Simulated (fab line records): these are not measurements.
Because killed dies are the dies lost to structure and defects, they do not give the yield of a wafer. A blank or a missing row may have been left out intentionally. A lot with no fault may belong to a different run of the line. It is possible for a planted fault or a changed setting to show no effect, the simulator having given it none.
Chamber matching || flow gf180mcu || GF_V5_ETCH_16 on rie_diel-03: 4 sister chambers
The step etches BARC in N2/H2. 4 wafers are shown with their chamber, then 9 later ones without.

== EACH WAFER AND ITS CHAMBER ==
{"wafer": "L081.3", "chamber": 1, "drypump_motor_current_A (A)": 5.8}
{"wafer": "L089.2", "chamber": 0, "drypump_motor_current_A (A)": 5.7}
{"wafer": "L089.4", "chamber": 2, "drypump_motor_current_A (A)": 6.4}
{"wafer": "L089.6", "chamber": 3, "drypump_motor_current_A (A)": 5.7}

== WAFERS MISSING THEIR CHAMBER ==
{"wafer": "L091.2", "drypump_motor_current_A (A)": 5.8}
{"wafer": "L091.3", "drypump_motor_current_A (A)": 5.6}
{"wafer": "L091.4", "drypump_motor_current_A (A)": 5.7}
{"wafer": "L093.2", "drypump_motor_current_A (A)": 6.4}
{"wafer": "L093.3", "drypump_motor_current_A (A)": 5.6}
{"wafer": "L093.6", "drypump_motor_current_A (A)": 5.8}
{"wafer": "L094.1", "drypump_motor_current_A (A)": 5.7}
{"wafer": "L094.3", "drypump_motor_current_A (A)": 5.7}
{"wafer": "L094.5", "drypump_motor_current_A (A)": 6.4}

== THE CHAMBER EACH PASSED THROUGH ==
{"wafer": "L091.2", "from the rows above": 1, "in truth": 1}
{"wafer": "L091.3", "from the rows above": "can't be placed: 0 or 3", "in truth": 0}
{"wafer": "L091.4", "from the rows above": "can't be placed: 0 or 3", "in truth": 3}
{"wafer": "L093.2", "from the rows above": 2, "in truth": 2}
{"wafer": "L093.3", "from the rows above": "can't be placed: 0 or 3", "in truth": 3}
{"wafer": "L093.6", "from the rows above": 1, "in truth": 1}
{"wafer": "L094.1", "from the rows above": "can't be placed: 0 or 3", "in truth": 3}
{"wafer": "L094.3", "from the rows above": "can't be placed: 0 or 3", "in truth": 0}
{"wafer": "L094.5", "from the rows above": 2, "in truth": 2}
Correctly placed: 4 of 9. Cannot be placed on the basis of these rows: 5; the candidates contain the true chamber in 5. Number placed wrongly: 0.
How it was worked out, from the rows above alone: a wafer's distance from a chamber is the root of the sum, over the readings, of the square of ((its reading less the chamber's mean) divided by the reading's scatter). The wafer belongs to the nearest chamber; if the next one is less than 2 further off, it can't be placed. A chamber's mean is the mean of its shown wafers. The scatter: with one shown wafer a chamber, the root of the mean of the squares of how far each hidden wafer lies from its nearest shown one.
